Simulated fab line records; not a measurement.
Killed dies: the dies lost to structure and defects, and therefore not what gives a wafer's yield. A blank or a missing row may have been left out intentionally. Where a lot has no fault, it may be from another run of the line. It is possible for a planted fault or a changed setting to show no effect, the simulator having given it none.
Problem report in the 8D (eight disciplines) form, filled by code -- flow sfq line -- the parts of the form that need people (team, actions taken, sign-off) are left out

1. WHAT WENT WRONG
heater power total W at SFQ_TRILAYER_I2_VIA_LITHO_PEB_070 reads a mean of 77.89 W on 6 wafers of 2 lots; wafers without a fault read 79.15 W with a standard deviation of 0.071. That puts it -18 standard deviations away from the usual mean.
The step: peb time 60 s.
First seen on wafer L143.1, day 42 08:40, on litho track-01. The record has a number at this step for 18 wafers belonging to 6 lots. By rule, "out" or "out of limits" means more than 4 standard deviations away from the usual mean. The other wafers with a number count as sound.

2. WHAT IT IS; WHAT IT IS NOT
question,is,is not
which readings at this step,"heater power total W, plate temp C",-
which lots,"L143, L144","L132, L141, L149, L150"
which wafers of those lots,all that have a number,-
read on which tools,litho track-01,litho track-02
when,from day 42 08:40,"up to then (6 sound wafers); but 6 sound wafers of L149, L150 came after"

3. THE SUSPECTS, EACH WITH WHAT RULES IT OUT
Counting: a tool at a process step up to the reading stays a suspect if it ran every lot that is out and no sound lot after the first of them.
- litho track-01 at SFQ_TRILAYER_I2_VIA_LITHO_PEB_070 (peb time 60 s): ruled out as a lasting fault. The sound lots L149, L150 went through it after L143, its earliest lot that is out (day 42 08:40).
Left after counting: nothing in the record.

4. THE CAUSE (what the simulator had put in)
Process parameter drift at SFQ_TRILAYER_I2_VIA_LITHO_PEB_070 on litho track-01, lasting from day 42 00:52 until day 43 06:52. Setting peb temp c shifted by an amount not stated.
Counting ruled it out, wrongly.

5. THE CHAIN OF EFFECTS, in route order
One row per reading whose mean, taken over the struck wafers that have a number, lies over 3 standard deviations from the usual. Only readings whose record carries a usual standard deviation are examined. hours: median over the lots of the time between each lot's start at the first step of this table that gives one and its start at this step. sigmas: the change, counted in usual standard deviations.
hours,step,reading,usual,on struck wafers,change,sigmas
0,SFQ_TRILAYER_I2_VIA_LITHO_PEB_070,heater power total W,79.15 W,77.89,-1.26,-18
0,SFQ_TRILAYER_I2_VIA_LITHO_PEB_070,plate temp C,114.98 C,113.54,-1.44,-12
The process steps in it:
- SFQ_TRILAYER_I2_VIA_LITHO_PEB_070: peb time 60 s.
Later measuring or inspecting steps at which every struck wafer that the step has a row for has a number for every such reading, and none has moved that far: SFQ_I2_OVL_MEAS_918.

6. HOW IT WOULD HAVE BEEN CAUGHT EARLIER
In this record the first reading out of limits was taken at day 42 08:40, 8 hours after the fault began at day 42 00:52.
